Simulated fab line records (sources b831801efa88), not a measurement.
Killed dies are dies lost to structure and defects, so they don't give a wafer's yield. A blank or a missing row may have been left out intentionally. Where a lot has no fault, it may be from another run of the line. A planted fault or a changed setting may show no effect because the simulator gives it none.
Matching of chambers	flow sky130	SKY_POLY_GATE_ETCH_15 on rie-diel-04: 4 sister chambers
The step etches BARC in N2/H2, stops on SiO2, time 118.5 s, target depth 110 nm. 4 wafers are shown with their chamber, then 9 later ones without.

WAFERS, EACH WITH ITS CHAMBER
wafer	chamber	drypump-motor-current-A (A)
L087.5	3	5.35
L092.1	0	4.96
L092.4	2	5.65
L092.6	1	5.19

WAFERS WITH NO CHAMBER GIVEN
wafer	drypump-motor-current-A (A)
L093.2	5.64
L093.3	4.98
L093.5	5.35
L095.1	4.96
L095.2	5.34
L095.5	5.64
L097.2	4.94
L097.3	5.36
L097.4	5.63

THE CHAMBER EACH PASSED THROUGH
wafer	from the rows above	in truth
L093.2	2	2
L093.3	0	0
L093.5	3	3
L095.1	0	0
L095.2	3	3
L095.5	2	2
L097.2	0	0
L097.3	3	3
L097.4	2	2
Correct placement for 9 of the 9. From these rows, 0 cannot be placed. 0 placed wrongly.
How it was worked out, from the rows above alone: a wafer's distance from a chamber is the root of the sum, over the readings, of the square of ((its reading less the chamber's mean) divided by the reading's scatter). The wafer belongs to the nearest chamber; if the next one is less than 2 further off, it can't be placed. For every chamber, the mean is computed from those of its wafers that are shown. The scatter (one wafer shown for each chamber): square how far every hidden wafer sits from the nearest shown wafer, average those squares and take the square root.
